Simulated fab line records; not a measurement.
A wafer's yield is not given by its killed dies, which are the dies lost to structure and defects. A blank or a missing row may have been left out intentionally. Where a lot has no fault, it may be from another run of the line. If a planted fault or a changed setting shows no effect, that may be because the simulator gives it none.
fab line records | flow sky130
record: lots: 5 wafers: 15 last_day: 49
route steps=708 shown VT_ADJUST_LVTN@106 VT_ADJUST_NCORE@119 VT_ADJUST_HVTR@131 VT_ADJUST_PCH@143
lots that met no fault: taken from a fault-free run of the same line
start_h: start of the lot's first displayed wafer, in hours after the record's first day | wait_h: hours from the lot's prior step to this one | " the same as in the row above | L1.1+2: several wafers, shown together as one row | - no value, or no start was given | * or withheld: withheld | < > ~ a bound
route shown NAME@n: a module of which the file shows steps, and the number in the route of the first | usual: mean and standard deviation over wafers with no fault | same: alike in all rows | chamber/n: place in a boat | sites: each site's reading | _std_site: how widely they spread, as a standard deviation | _edge_site: inner sites' mean taken away from outer sites' mean | radius_mm: for every site, how far away it sits from the centre of the wafer | mask NAME#n: copy n | behind: tool/chamber where the wafer was last shaped | hold: why the lot was held/for how many hours/how that ended | device: the n, p or np transistor that did not switch | end of line: at the end of the route, the tests of the same wafers | for a step that has no rows: nothing shown but its recipe | killed: dies lost to structure and defects at the first sort, not the wafer's yield | map: the dies of a wafer, with x for killed, . for not killed, _ for no die there
set.NAME: the run value of the setting; set.NAME@STEP: its run value at that earlier step | model.NAME: the simulator's own value behind a step, which no gauge read
lots at some steps of the route; a table a step, a row a wafer
services: when a tool's chamber went out of use (start_h, in hours from the record's first day, below 0 if earlier), for how many hours, and the reason
== steps ==
step: SKY_VT_ADJUST_LVTN_STRIP_09
recipe: chemistry: O2/N2 power_w: 1400 pressure_mtorr: 1500 platen_temp_c: withheld o2_flow_sccm: 3000 n2_flow_sccm: 300 overash_fraction: 0.5
usual: drypump_motor_current_A: 5.3/0.44 oes_product_au: 0.723/0.0049 strip_time_to_endpoint_s: 36.88/0.099
columns lot.wafer tool chamber start_h wait_h drypump_motor_current_A oes_product_au rf_hours_counter_h strip_time_to_endpoint_s
L074.2 plasma_asher-03 0 143.76 0.1 5.5 0.716 34 36.86
L074.3 " 0 " " 5.5 0.716 - 36.96
L074.6 " 1 " " 5.4 0.721 - 36.85
L075.2 plasma_asher-04 1 152.16 0.1 4.7 0.715 4 36.99
L075.5 " 0 " " 5.9 0.722 - 36.99
L075.6 " 1 " " 4.7 0.733 - 36.93
L090.3 plasma_asher-01 1 247.99 0.1 5.1 0.726 - 36.88
L090.4 " 0 " " 4.8 0.731 - 36.96
L090.6 " 1 " " 5.2 0.723 - 36.98
L092.3 plasma_asher-03 1 257.94 0.1 5.3 0.727 - 36.90
L092.4 " 0 " " 5.5 0.715 - 36.93
L092.6 " 1 " " 5.3 0.720 - 36.91
L093.1 plasma_asher-03 0 263.41 0.1 5.5 0.718 45 36.72
L093.4 " 0 " " 5.5 0.730 - 36.98
L093.5 " 0 " " 5.5 0.728 - 36.87
step: SKY_VT_ADJUST_LVTN_TW_MEAS_10
usual: VT_ADJUST_LVTN_TW: 240.6/1.2
columns lot.wafer tool chamber start_h wait_h VT_ADJUST_LVTN_TW
L074.2 film_metro-01 - 143.87 0.1 239.6
L074.3 " - " " 239.6
L074.6 " - " " 239.9
L075.2 film_metro-04 - 152.27 0.1 239.9
L075.5 " - " " 239.7
L075.6 " - " " 239.0
L090.3 film_metro-02 - 248.08 0.1 240.8
L090.4 " - " " 238.7
L090.6 " - " " 240.3
L092.3 film_metro-02 - 258.03 0.1 240.4
L092.4 " - " " 240.2
L092.6 " - " " 239.4
L093.1 film_metro-04 - 263.51 0.1 241.1
L093.4 " - " " 240.9
L093.5 " - " " 243.1
step: SKY_VT_ADJUST_LVTN_DEHYDRATE_11
recipe: temp_c: 200 time_s: 60
columns lot.wafer tool chamber start_h wait_h
L074.2+3+6 litho_track-01 0 152.65 8.8
L075.2+5+6 litho_track-04 0 161.90 9.6
L090.3+4+6 litho_track-03 0 259.23 11.1
L092.3+4+6 litho_track-04 0 269.17 11.1
L093.1+4+5 litho_track-04 0 274.87 11.4
step: SKY_VT_ADJUST_LVTN_HMDS_12
recipe: prime_time_s: 60 prime_temp_c: 120
columns lot.wafer tool chamber start_h wait_h
L074.2+3+6 litho_track-01 0 152.80 0.1
L075.2+5+6 litho_track-04 0 162.05 0.1
L090.3+4+6 litho_track-03 0 259.38 0.1
L092.3+4+6 litho_track-04 0 269.32 0.1
L093.1+4+5 litho_track-04 0 275.02 0.1
step: SKY_VT_ADJUST_LVTN_COAT_13
recipe: resist: NOVOLAK spin_rpm: 3000 resist_thk_nm: 1140
columns lot.wafer tool chamber start_h wait_h
L074.2+3+6 litho_track-01 0 152.95 0.1
L075.2+5+6 litho_track-04 0 162.20 0.1
L090.3+4+6 litho_track-03 0 259.53 0.1
L092.3+4+6 litho_track-04 0 269.47 0.1
L093.1+4+5 litho_track-04 0 275.17 0.1
step: SKY_VT_ADJUST_LVTN_SOFTBAKE_14
recipe: temp_c: 90 time_s: 60 resist: NOVOLAK
columns lot.wafer tool chamber start_h wait_h
L074.2+3+6 litho_track-01 0 153.10 0.1
L075.2+5+6 litho_track-04 0 162.35 0.1
L090.3+4+6 litho_track-03 0 259.68 0.1
L092.3+4+6 litho_track-04 0 269.62 0.1
L093.1+4+5 litho_track-04 0 275.32 0.1
step: SKY_VT_ADJUST_LVTN_EXPOSE_15
recipe: mask_id: HVN_STD_DERIVED na: 0.6 source_shape: conventional sigma_outer: 0.6 polarization: unpolarized target_cd_nm: 600 dose_mj: 163
columns lot.wafer tool chamber start_h wait_h mask
L074.2+3+6 iline_stepper-02 0 - - HVN_STD_DERIVED#0
L075.2+5+6 iline_stepper-01 0 - - HVN_STD_DERIVED#0
L090.3+4+6 iline_stepper-02 0 - - HVN_STD_DERIVED#0
L092.3+4+6 iline_stepper-02 0 - - HVN_STD_DERIVED#0
L093.1+4+5 iline_stepper-02 0 - - HVN_STD_DERIVED#0
step: SKY_VT_ADJUST_LVTN_PEB_16
recipe: temp_c: withheld time_s: * resist: NOVOLAK
columns lot.wafer tool chamber start_h wait_h
L074.2+3+6 litho_track-03 0 - -
L075.2+5+6 litho_track-01 0 - -
L090.3+4+6 litho_track-03 0 - -
L092.3+4+6 litho_track-01 0 - -
L093.1+4+5 litho_track-01 0 - -
step: SKY_VT_ADJUST_LVTN_DEVELOP_17
recipe: resist: NOVOLAK developer: TMAH develop_time_s: 60 dev_temp_c: 23
columns lot.wafer tool chamber start_h wait_h
L074.2+3+6 litho_track-03 0 163.41 0.1
L075.2+5+6 litho_track-01 0 172.85 0.1
L090.3+4+6 litho_track-03 0 271.53 0.1
L092.3+4+6 litho_track-01 0 281.32 0.1
L093.1+4+5 litho_track-01 0 287.32 0.1
step: SKY_VT_ADJUST_LVTN_OVL_MEAS_18
usual: VT_ADJUST_LVTN_01_OVL: -0.1/1.4
columns lot.wafer tool chamber start_h wait_h VT_ADJUST_LVTN_01_OVL[nm]
L074.2 overlay-01 - 163.54 0.1 0.7
L074.3 " - " " 1.6
L074.6 " - " " 3.5
L075.2 overlay-01 - 172.98 0.1 -1.0
L075.5 " - " " -1.4
L075.6 " - " " -2.1
L090.3 overlay-01 - 271.65 0.1 1.4
L090.4 " - " " 2.5
L090.6 " - " " 2.9
L092.3 overlay-01 - 281.44 0.1 -2.1
L092.4 " - " " -3.4
L092.6 " - " " -1.7
L093.1 overlay-01 - 287.47 0.1 0.2
L093.4 " - " " 0.6
L093.5 " - " " 1.0
step: SKY_VT_ADJUST_LVTN_IMPLANT_19
recipe: species: B energy_kev: 30 dose_cm2: 6.5e+11 tilt_deg: withheld
usual: beam_on_s: 10.01/0.23 dose_ions_cm2: 6.499e+11/7.6e+08
columns lot.wafer tool chamber start_h wait_h beam_on_s dose_ions_cm2
L074.2 implanter-04 0 163.60 0.0 9.90 6.492e+11
L074.3 " 0 " " 10.04 6.488e+11
L074.6 " 0 " " 9.69 6.489e+11
L075.2 implanter-02 0 173.04 0.0 9.86 6.498e+11
L075.5 " 0 " " 9.77 6.505e+11
L075.6 " 0 " " 9.86 6.502e+11
L090.3 implanter-04 0 271.72 0.1 9.86 6.502e+11
L090.4 " 0 " " 9.96 6.488e+11
L090.6 " 0 " " 10.08 6.49e+11
L092.3 implanter-01 0 281.51 0.1 9.84 6.502e+11
L092.4 " 0 " " 9.62 6.496e+11
L092.6 " 0 " " 9.56 6.5e+11
L093.1 implanter-04 0 287.51 0.0 10.03 6.481e+11
L093.4 " 0 " " 10.15 6.486e+11
L093.5 " 0 " " 10.17 6.484e+11
step: SKY_VT_ADJUST_LVTN_STRIP_20
recipe: chemistry: O2/N2 power_w: 1400 pressure_mtorr: 1500 platen_temp_c: withheld o2_flow_sccm: 3000 n2_flow_sccm: 300 overash_fraction: 0.5
usual: drypump_motor_current_A: 5.3/0.44 oes_product_au: 0.716/0.0045 strip_time_to_endpoint_s: 14.18/0.038
columns lot.wafer tool chamber start_h wait_h drypump_motor_current_A oes_product_au rf_hours_counter_h strip_time_to_endpoint_s
L074.2 plasma_asher-01 0 163.72 0.1 4.9 0.712 49 14.18
L074.3 " 1 " " 5.1 0.707 - 14.15
L074.6 " 1 " " 5.1 0.715 - 14.15
L075.2 plasma_asher-03 1 173.16 0.1 5.4 0.714 36 14.18
L075.5 " 0 " " 5.5 0.715 - 14.16
L075.6 " 1 " " 5.3 0.712 - 14.23
L090.3 plasma_asher-03 1 271.85 0.1 5.4 0.715 - 14.22
L090.4 " 0 " " 5.5 0.717 - 14.23
L090.6 " 0 " " 5.5 0.722 - 14.21
L092.3 plasma_asher-04 1 281.64 0.1 4.7 0.722 - 14.19
L092.4 " 0 " " 5.9 0.713 - 14.16
L092.6 " 1 " " 4.7 0.721 - 14.19
L093.1 plasma_asher-03 1 287.66 0.1 5.3 0.711 47 14.16
L093.4 " 0 " " 5.5 0.705 - 14.20
L093.5 " 0 " " 5.5 0.719 - 14.20
step: SKY_VT_ADJUST_LVTN_TW_MEAS_21
usual: VT_ADJUST_LVTN_2_TW: 187.5/0.89
columns lot.wafer tool chamber start_h wait_h VT_ADJUST_LVTN_2_TW
L074.2 film_metro-04 - 163.83 0.1 186.9
L074.3 " - " " 186.5
L074.6 " - " " 187.9
L075.2 film_metro-04 - 173.27 0.1 187.0
L075.5 " - " " 187.2
L075.6 " - " " 186.9
L090.3 film_metro-04 - 271.96 0.1 188.6
L090.4 " - " " 188.3
L090.6 " - " " 188.1
L092.3 film_metro-04 - 281.73 0.1 188.0
L092.4 " - " " 186.1
L092.6 " - " " 188.3
L093.1 film_metro-01 - 287.76 0.1 187.7
L093.4 " - " " 187.3
L093.5 " - " " 187.4
step: SKY_VT_ADJUST_NCORE_DEHYDRATE_00
recipe: temp_c: 200 time_s: 60
columns lot.wafer tool chamber start_h wait_h
L074.2+3+6 litho_track-02 0 174.03 10.2
L075.2+5+6 litho_track-01 0 182.60 9.3
L090.3+4+6 litho_track-01 0 283.72 11.8
L092.3+4+6 litho_track-03 0 292.93 11.2
L093.1+4+5 litho_track-01 0 299.17 11.4
step: SKY_VT_ADJUST_NCORE_HMDS_01
recipe: prime_time_s: 60 prime_temp_c: 120
columns lot.wafer tool chamber start_h wait_h
L074.2+3+6 litho_track-02 0 174.18 0.1
L075.2+5+6 litho_track-01 0 182.75 0.1
L090.3+4+6 litho_track-01 0 283.87 0.1
L092.3+4+6 litho_track-03 0 293.08 0.1
L093.1+4+5 litho_track-01 0 299.32 0.1
step: SKY_VT_ADJUST_NCORE_COAT_02
recipe: resist: NOVOLAK spin_rpm: 3000 resist_thk_nm: 1140
columns lot.wafer tool chamber start_h wait_h
L074.2+3+6 litho_track-02 0 174.33 0.1
L075.2+5+6 litho_track-01 0 182.90 0.1
L090.3+4+6 litho_track-01 0 284.02 0.1
L092.3+4+6 litho_track-03 0 293.23 0.1
L093.1+4+5 litho_track-01 0 299.47 0.1
step: SKY_VT_ADJUST_NCORE_SOFTBAKE_03
recipe: temp_c: 90 time_s: 60 resist: NOVOLAK
columns lot.wafer tool chamber start_h wait_h
L074.2+3+6 litho_track-02 0 174.48 0.1
L075.2+5+6 litho_track-01 0 183.05 0.1
L090.3+4+6 litho_track-01 0 284.17 0.1
L092.3+4+6 litho_track-03 0 293.38 0.1
L093.1+4+5 litho_track-01 0 299.62 0.1
step: SKY_VT_ADJUST_NCORE_EXPOSE_04
recipe: mask_id: LVTN_COMPLEMENT_THIN na: 0.6 source_shape: conventional sigma_outer: 0.6 polarization: unpolarized target_cd_nm: 380 dose_mj: 139
columns lot.wafer tool chamber start_h wait_h mask
L074.2+3+6 iline_stepper-01 0 - - LVTN_COMPLEMENT_THIN#0
L075.2+5+6 iline_stepper-01 0 - - LVTN_COMPLEMENT_THIN#0
L090.3+4+6 iline_stepper-02 0 - - LVTN_COMPLEMENT_THIN#0
L092.3+4+6 iline_stepper-02 0 - - LVTN_COMPLEMENT_THIN#0
L093.1+4+5 iline_stepper-01 0 - - LVTN_COMPLEMENT_THIN#0
step: SKY_VT_ADJUST_NCORE_PEB_05
recipe: temp_c: withheld time_s: * resist: NOVOLAK
columns lot.wafer tool chamber start_h wait_h
L074.2+3+6 litho_track-01 0 - -
L075.2+5+6 litho_track-01 0 - -
L090.3+4+6 litho_track-02 0 - -
L092.3+4+6 litho_track-02 0 - -
L093.1+4+5 litho_track-02 0 - -
step: SKY_VT_ADJUST_NCORE_DEVELOP_06
recipe: resist: NOVOLAK developer: TMAH develop_time_s: 60 dev_temp_c: 23
columns lot.wafer tool chamber start_h wait_h
L074.2+3+6 litho_track-01 0 184.15 0.1
L075.2+5+6 litho_track-01 0 193.70 0.1
L090.3+4+6 litho_track-02 0 295.91 0.1
L092.3+4+6 litho_track-02 0 304.76 0.1
L093.1+4+5 litho_track-02 0 312.26 0.1
step: SKY_VT_ADJUST_NCORE_CD_MEAS_07
recipe: target_cd_nm: 380
usual: cd_nm: 379.4/2.3
columns lot.wafer tool chamber start_h wait_h cd_nm
L074.2 cd_sem-01 - 184.30 0.1 377.5
L074.3 " - " " 379.3
L074.6 " - " " 382.1
L075.2 cd_sem-02 - 193.85 0.1 378.6
L075.5 " - " " 377.2
L075.6 " - " " 379.4
L090.3 cd_sem-01 - 296.05 0.1 376.5
L090.4 " - " " 379.1
L090.6 " - " " 378.2
L092.3 cd_sem-01 - 304.90 0.1 377.3
L092.4 " - " " 375.6
L092.6 " - " " 377.8
L093.1 cd_sem-02 - 312.41 0.1 383.3
L093.4 " - " " 382.1
L093.5 " - " " 379.5
step: SKY_VT_ADJUST_NCORE_OVL_MEAS_08
usual: VT_ADJUST_NCORE_OVL: 1.0/1.4
columns lot.wafer tool chamber start_h wait_h VT_ADJUST_NCORE_OVL[nm]
L074.2 overlay-01 - 184.40 0.1 3.1
L074.3 " - " " 4.6
L074.6 " - " " 2.0
L075.2 overlay-01 - 193.95 0.1 1.2
L075.5 " - " " 1.6
L075.6 " - " " 0.9
L090.3 overlay-01 - 296.14 0.1 -0.5
L090.4 " - " " -0.3
L090.6 " - " " -0.3
L092.3 overlay-02 - 304.99 0.1 4.0
L092.4 " - " " 3.8
L092.6 " - " " 0.7
L093.1 overlay-01 - 312.53 0.1 0.9
L093.4 " - " " 1.5
L093.5 " - " " 1.7
step: SKY_VT_ADJUST_NCORE_IMPLANT_09
recipe: species: B energy_kev: 10 dose_cm2: 2.4e+12 tilt_deg: withheld
usual: beam_on_s: 10.01/0.2 dose_ions_cm2: 2.4002e+12/2.7e+09
columns lot.wafer tool chamber start_h wait_h beam_on_s dose_ions_cm2
L074.2 implanter-01 0 184.46 0.0 10.10 2.3973e+12
L074.3 " 0 " " 10.06 2.403e+12
L074.6 " 0 " " 10.13 2.3986e+12
L075.2 implanter-04 0 194.01 0.0 10.06 2.4026e+12
L075.5 " 0 " " 10.16 2.3993e+12
L075.6 " 0 " " 10.19 2.4e+12
L090.3 implanter-03 0 296.21 0.1 10.06 2.4001e+12
L090.4 " 0 " " 9.88 2.3954e+12
L090.6 " 0 " " 10.43 2.4015e+12
L092.3 implanter-03 0 305.06 0.1 10.15 2.3989e+12
L092.4 " 0 " " 10.33 2.3986e+12
L092.6 " 0 " " 10.00 2.4011e+12
L093.1 implanter-04 0 312.56 0.0 10.17 2.3969e+12
L093.4 " 0 " " 10.63 2.4002e+12
L093.5 " 0 " " 9.71 2.4033e+12
step: SKY_VT_ADJUST_NCORE_STRIP_10
recipe: chemistry: O2/N2 power_w: 1400 pressure_mtorr: 1500 platen_temp_c: withheld o2_flow_sccm: 3000 n2_flow_sccm: 300 overash_fraction: 0.5
usual: drypump_motor_current_A: 5.5/0.58 oes_product_au: 0.716/0.0045 strip_time_to_endpoint_s: 14.16/0.045
columns lot.wafer tool chamber start_h wait_h drypump_motor_current_A oes_product_au rf_hours_counter_h strip_time_to_endpoint_s
L074.2 plasma_asher-04 1 184.58 0.1 4.7 0.715 7 14.14
L074.3 " 1 " " 4.7 0.718 - 14.14
L074.6 " 1 " " 4.7 0.718 - 14.13
L075.2 plasma_asher-04 0 194.13 0.1 5.9 0.716 8 14.16
L075.5 " 1 " " 4.7 0.717 - 14.18
L075.6 " 0 " " 5.9 0.721 - 14.20
L090.3 plasma_asher-02 1 296.35 0.1 5.6 0.712 - 14.15
L090.4 " 0 " " 6.3 0.712 - 14.16
L090.6 " 0 " " 6.4 0.718 - 14.13
L092.3 plasma_asher-02 0 305.20 0.1 6.4 0.715 - 14.20
L092.4 " 1 " " 5.6 0.724 - 14.23
L092.6 " 0 " " 6.4 0.715 - 14.22
L093.1 plasma_asher-01 1 312.71 0.1 5.1 0.717 62 14.13
L093.4 " 1 " " 5.1 0.715 - 14.15
L093.5 " 0 " " 4.9 0.713 - 14.13
step: SKY_VT_ADJUST_NCORE_TW_MEAS_11
usual: VT_ADJUST_NCORE_TW: 219.0/1.2
columns lot.wafer tool chamber start_h wait_h VT_ADJUST_NCORE_TW
L074.2 film_metro-02 - 184.69 0.1 220.3
L074.3 " - " " 219.6
L074.6 " - " " 218.9
L075.2 film_metro-01 - 194.24 0.1 217.3
L075.5 " - " " 217.6
L075.6 " - " " 217.0
L090.3 film_metro-03 - 296.43 0.1 220.8
L090.4 " - " " 220.7
L090.6 " - " " 221.0
L092.3 film_metro-03 - 305.28 0.1 220.1
L092.4 " - " " 220.3
L092.6 " - " " 219.4
L093.1 film_metro-01 - 312.81 0.1 216.7
L093.4 " - " " 217.8
L093.5 " - " " 217.6
step: SKY_VT_ADJUST_HVTR_DEHYDRATE_00
recipe: temp_c: 200 time_s: 60
columns lot.wafer tool chamber start_h wait_h
L074.2+3+6 litho_track-03 0 194.66 10.0
L075.2+5+6 litho_track-03 0 204.31 10.1
L090.3+4+6 litho_track-02 0 307.16 10.7
L092.3+4+6 litho_track-03 0 318.18 12.9
L093.1+4+5 litho_track-02 0 325.91 13.1
step: SKY_VT_ADJUST_HVTR_HMDS_01
recipe: prime_time_s: 60 prime_temp_c: 120
columns lot.wafer tool chamber start_h wait_h
L074.2+3+6 litho_track-03 0 194.81 0.1
L075.2+5+6 litho_track-03 0 204.46 0.1
L090.3+4+6 litho_track-02 0 307.31 0.1
L092.3+4+6 litho_track-03 0 318.33 0.1
L093.1+4+5 litho_track-02 0 326.06 0.1
step: SKY_VT_ADJUST_HVTR_COAT_02
recipe: resist: NOVOLAK spin_rpm: 3000 resist_thk_nm: 1140
columns lot.wafer tool chamber start_h wait_h
L074.2+3+6 litho_track-03 0 194.96 0.1
L075.2+5+6 litho_track-03 0 204.61 0.1
L090.3+4+6 litho_track-02 0 307.46 0.1
L092.3+4+6 litho_track-03 0 318.48 0.1
L093.1+4+5 litho_track-02 0 326.21 0.1
step: SKY_VT_ADJUST_HVTR_SOFTBAKE_03
recipe: temp_c: 90 time_s: 60 resist: NOVOLAK
columns lot.wafer tool chamber start_h wait_h
L074.2+3+6 litho_track-03 0 195.11 0.1
L075.2+5+6 litho_track-03 0 204.76 0.1
L090.3+4+6 litho_track-02 0 307.61 0.1
L092.3+4+6 litho_track-03 0 318.63 0.1
L093.1+4+5 litho_track-02 0 326.36 0.1
step: SKY_VT_ADJUST_HVTR_EXPOSE_04
recipe: mask_id: HVTRM target_cd_nm: 380 na: 0.6 source_shape: conventional sigma_outer: 0.6 dose_mj: 150
columns lot.wafer tool chamber start_h wait_h mask
L074.2+3+6 iline_stepper-02 0 - - HVTRM#0
L075.2+5+6 iline_stepper-02 0 - - HVTRM#0
L090.3+4+6 iline_stepper-01 0 - - HVTRM#0
L092.3+4+6 iline_stepper-01 0 - - HVTRM#0
L093.1+4+5 iline_stepper-01 0 - - HVTRM#0
step: SKY_VT_ADJUST_HVTR_PEB_05
recipe: temp_c: withheld time_s: * resist: NOVOLAK
columns lot.wafer tool chamber start_h wait_h
L074.2+3+6 litho_track-02 0 - -
L075.2+5+6 litho_track-04 0 - -
L090.3+4+6 litho_track-02 0 - -
L092.3+4+6 litho_track-02 0 - -
L093.1+4+5 litho_track-03 0 - -
step: SKY_VT_ADJUST_HVTR_DEVELOP_06
recipe: develop_time_s: 60 dev_temp_c: 23
columns lot.wafer tool chamber start_h wait_h
L074.2+3+6 litho_track-02 0 205.73 0.1
L075.2+5+6 litho_track-04 0 215.60 0.1
L090.3+4+6 litho_track-02 0 321.21 0.1
L092.3+4+6 litho_track-02 0 331.06 0.1
L093.1+4+5 litho_track-03 0 338.78 0.1
step: SKY_VT_ADJUST_HVTR_CD_MEAS_07
recipe: target_cd_nm: 380
usual: cd_nm: 380/3
columns lot.wafer tool chamber start_h wait_h cd_nm
L074.2 cd_sem-02 - 205.88 0.1 384
L074.3 " - " " 383
L074.6 " - " " 384
L075.2 cd_sem-02 - 215.74 0.1 386
L075.5 " - " " 385
L075.6 " - " " 385
L090.3 cd_sem-02 - 321.35 0.1 381
L090.4 " - " " 379
L090.6 " - " " 380
L092.3 cd_sem-02 - 331.20 0.1 379
L092.4 " - " " 382
L092.6 " - " " 380
L093.1 cd_sem-02 - 338.93 0.1 380
L093.4 " - " " 379
L093.5 " - " " 380
step: SKY_VT_ADJUST_HVTR_OVL_MEAS_08
usual: VT_ADJUST_HVTR_OVL: 1.1/1.1
columns lot.wafer tool chamber start_h wait_h VT_ADJUST_HVTR_OVL[nm]
L074.2 overlay-01 - 205.98 0.1 -0.2
L074.3 " - " " 0.5
L074.6 " - " " 0.2
L075.2 overlay-01 - 215.85 0.1 -1.0
L075.5 " - " " 0.0
L075.6 " - " " -1.0
L090.3 overlay-01 - 321.44 0.1 0.6
L090.4 " - " " -0.3
L090.6 " - " " 1.9
L092.3 overlay-02 - 331.29 0.1 0.4
L092.4 " - " " 0.6
L092.6 " - " " 0.7
L093.1 overlay-02 - 339.05 0.1 0.6
L093.4 " - " " 1.5
L093.5 " - " " 0.9
step: SKY_VT_ADJUST_HVTR_IMPLANT_09
recipe: species: B energy_kev: 10 dose_cm2: 2.1e+12 tilt_deg: withheld
usual: beam_on_s: 10.03/0.21 dose_ions_cm2: 2.1e+12/2.7e+09
columns lot.wafer tool chamber start_h wait_h beam_on_s dose_ions_cm2
L074.2 implanter-03 0 206.04 0.0 10.09 2.0975e+12
L074.3 " 0 " " 9.91 2.0999e+12
L074.6 " 0 " " 9.73 2.0989e+12
L075.2 implanter-03 0 215.90 0.0 10.27 2.0967e+12
L075.5 " 0 " " 10.16 2.098e+12
L075.6 " 0 " " 10.04 2.0988e+12
L090.3 implanter-02 0 321.51 0.1 9.90 2.0996e+12
L090.4 " 0 " " 10.09 2.1003e+12
L090.6 " 0 " " 10.18 2.1016e+12
L092.3 implanter-02 0 331.36 0.1 10.12 2.0997e+12
L092.4 " 0 " " 10.19 2.0991e+12
L092.6 " 0 " " 10.15 2.0984e+12
L093.1 implanter-03 0 339.09 0.0 10.03 2.0986e+12
L093.4 " 0 " " 9.98 2.0974e+12
L093.5 " 0 " " 9.86 2.0995e+12
step: SKY_VT_ADJUST_HVTR_STRIP_10
recipe: chemistry: O2/N2 power_w: 1400 pressure_mtorr: 1500 platen_temp_c: withheld o2_flow_sccm: 3000 n2_flow_sccm: 300 overash_fraction: 0.5
usual: drypump_motor_current_A: 5.7/0.49 oes_product_au: 0.716/0.0043 strip_time_to_endpoint_s: 14.16/0.045
columns lot.wafer tool chamber start_h wait_h drypump_motor_current_A oes_product_au rf_hours_counter_h strip_time_to_endpoint_s
L074.2 plasma_asher-02 0 206.16 0.1 6.3 0.714 48 14.14
L074.3 " 1 " " 5.6 0.717 - 14.10
L074.6 " 0 " " 6.4 0.710 - 14.11
L075.2 plasma_asher-02 1 216.03 0.1 5.5 0.714 49 14.22
L075.5 " 0 " " 6.4 0.720 - 14.22
L075.6 " 1 " " 5.6 0.727 - 14.25
L090.3 plasma_asher-02 1 321.65 0.1 5.6 0.713 - 14.13
L090.4 " 0 " " 6.3 0.709 - 14.12
L090.6 " 1 " " 5.6 0.724 - 14.12
L092.3 plasma_asher-04 1 331.50 0.1 4.8 0.717 - 14.17
L092.4 " 0 " " 5.9 0.722 - 14.20
L092.6 " 0 " " 5.9 0.711 - 14.21
L093.1 plasma_asher-03 0 339.24 0.1 5.5 0.712 52 14.08
L093.4 " 0 " " 5.5 0.720 - 14.15
L093.5 " 0 " " 5.5 0.718 - 14.12
step: SKY_VT_ADJUST_HVTR_TW_MEAS_11
usual: VT_ADJUST_HVTR_TW: 211.1/1.1
columns lot.wafer tool chamber start_h wait_h VT_ADJUST_HVTR_TW
L074.2 film_metro-03 - 206.27 0.1 212.0
L074.3 " - " " 211.3
L074.6 " - " " 212.2
L075.2 film_metro-02 - 216.14 0.1 210.2
L075.5 " - " " 209.7
L075.6 " - " " 209.7
L090.3 film_metro-04 - 321.73 0.1 210.0
L090.4 " - " " 209.2
L090.6 " - " " 210.6
L092.3 film_metro-03 - 331.58 0.1 211.8
L092.4 " - " " 210.9
L092.6 " - " " 211.4
L093.1 film_metro-03 - 339.34 0.1 211.7
L093.4 " - " " 211.2
L093.5 " - " " 211.4
step: SKY_VT_ADJUST_PCH_DEHYDRATE_00
recipe: temp_c: 200 time_s: 60
columns lot.wafer tool chamber start_h wait_h
L074.2+3+6 litho_track-02 0 216.68 10.4
L075.2+5+6 litho_track-04 0 226.55 10.4
L090.3+4+6 litho_track-01 0 334.12 12.4
L092.3+4+6 litho_track-04 0 344.57 13.0
L093.1+4+5 litho_track-01 0 352.52 13.2
step: SKY_VT_ADJUST_PCH_HMDS_01
recipe: prime_time_s: 60 prime_temp_c: 120
columns lot.wafer tool chamber start_h wait_h
L074.2+3+6 litho_track-02 0 216.83 0.1
L075.2+5+6 litho_track-04 0 226.70 0.1
L090.3+4+6 litho_track-01 0 334.27 0.1
L092.3+4+6 litho_track-04 0 344.72 0.1
L093.1+4+5 litho_track-01 0 352.67 0.1
step: SKY_VT_ADJUST_PCH_COAT_02
recipe: spin_rpm: 2000 resist_thk_nm: 3000
columns lot.wafer tool chamber start_h wait_h
L074.2+3+6 litho_track-02 0 216.98 0.1
L075.2+5+6 litho_track-04 0 226.85 0.1
L090.3+4+6 litho_track-01 0 334.42 0.1
L092.3+4+6 litho_track-04 0 344.87 0.1
L093.1+4+5 litho_track-01 0 352.82 0.1
step: SKY_VT_ADJUST_PCH_SOFTBAKE_03
recipe: temp_c: 110 time_s: withheld
columns lot.wafer tool chamber start_h wait_h
L074.2+3+6 litho_track-02 0 217.14 0.1
L075.2+5+6 litho_track-04 0 227.01 0.1
L090.3+4+6 litho_track-01 0 334.59 0.1
L092.3+4+6 litho_track-04 0 345.04 0.1
L093.1+4+5 litho_track-01 0 352.97 0.1
step: SKY_VT_ADJUST_PCH_EXPOSE_04
recipe: mask_id: NWM na: 0.6 source_shape: conventional sigma_outer: 0.6 polarization: unpolarized target_cd_nm: 840 dose_mj: 255
columns lot.wafer tool chamber start_h wait_h mask
L074.2+3+6 iline_stepper-01 0 - - NWM#0
L075.2+5+6 iline_stepper-01 0 - - NWM#0
L090.3+4+6 iline_stepper-02 0 - - NWM#0
L092.3+4+6 iline_stepper-02 0 - - NWM#0
L093.1+4+5 iline_stepper-02 0 - - NWM#0
step: SKY_VT_ADJUST_PCH_PEB_05
recipe: temp_c: 115 time_s: withheld
columns lot.wafer tool chamber start_h wait_h
L074.2+3+6 litho_track-01 0 - -
L075.2+5+6 litho_track-01 0 - -
L090.3+4+6 litho_track-04 0 - -
L092.3+4+6 litho_track-02 0 - -
L093.1+4+5 litho_track-04 0 - -
step: SKY_VT_ADJUST_PCH_DEVELOP_06
recipe: wall_angle_deg: 90 developer: TMAH develop_time_s: 60 dev_temp_c: 23
columns lot.wafer tool chamber start_h wait_h
L074.2+3+6 litho_track-01 0 - -
L075.2+5+6 litho_track-01 0 - -
L090.3+4+6 litho_track-04 0 - -
L092.3+4+6 litho_track-02 0 - -
L093.1+4+5 litho_track-04 0 - -
step: SKY_VT_ADJUST_PCH_OVL_MEAS_07
usual: VT_ADJUST_PCH_OVL: -0.5/1.1
columns lot.wafer tool chamber start_h wait_h VT_ADJUST_PCH_OVL[nm]
L074.2 overlay-02 - 228.48 - -0.5
L074.3 " - " " -0.8
L074.6 " - " " 0.3
L075.2 overlay-01 - 238.68 - -0.9
L075.5 " - " " -0.3
L075.6 " - " " -0.4
L090.3 overlay-01 - 348.78 - -0.7
L090.4 " - " " 1.5
L090.6 " - " " -0.8
L092.3 overlay-02 - 358.57 - -0.3
L092.4 " - " " 2.4
L092.6 " - " " -0.5
L093.1 overlay-01 - 366.12 - 0.1
L093.4 " - " " 2.1
L093.5 " - " " 1.6
== services ==
columns tool chamber start_h hours kind
implanter-03 - 132.59 3.5 pm
iline_stepper-01 - 136.88 8.9 pm
iline_stepper-01 - 152.62 1.7 pm
plasma_asher-01 - 166.14 3.9 repair
plasma_asher-02 - 193.87 1.8 repair
implanter-01 - 207.55 9.7 pm
implanter-01 - 217.20 2.9 pm
implanter-01 - 237.98 3.6 pm
plasma_asher-01 - 253.97 2.3 repair
implanter-01 - 264.19 2.8 repair
implanter-02 - 278.21 3.9 pm
implanter-02 - 304.20 1.7 repair
iline_stepper-02 - 332.56 1.7 pm
plasma_asher-04 - 334.51 3.2 repair
plasma_asher-03 - 335.24 3.8 repair
plasma_asher-02 - 340.88 13.8 repair
implanter-04 - 344.61 4.2 pm
plasma_asher-04 - 345.64 1.3 repair
iline_stepper-01 - 355.92 3.2 repair
implanter-04 - 358.66 3.0 repair
plasma_asher-04 - 365.37 24.4 repair
== key ==
fault none
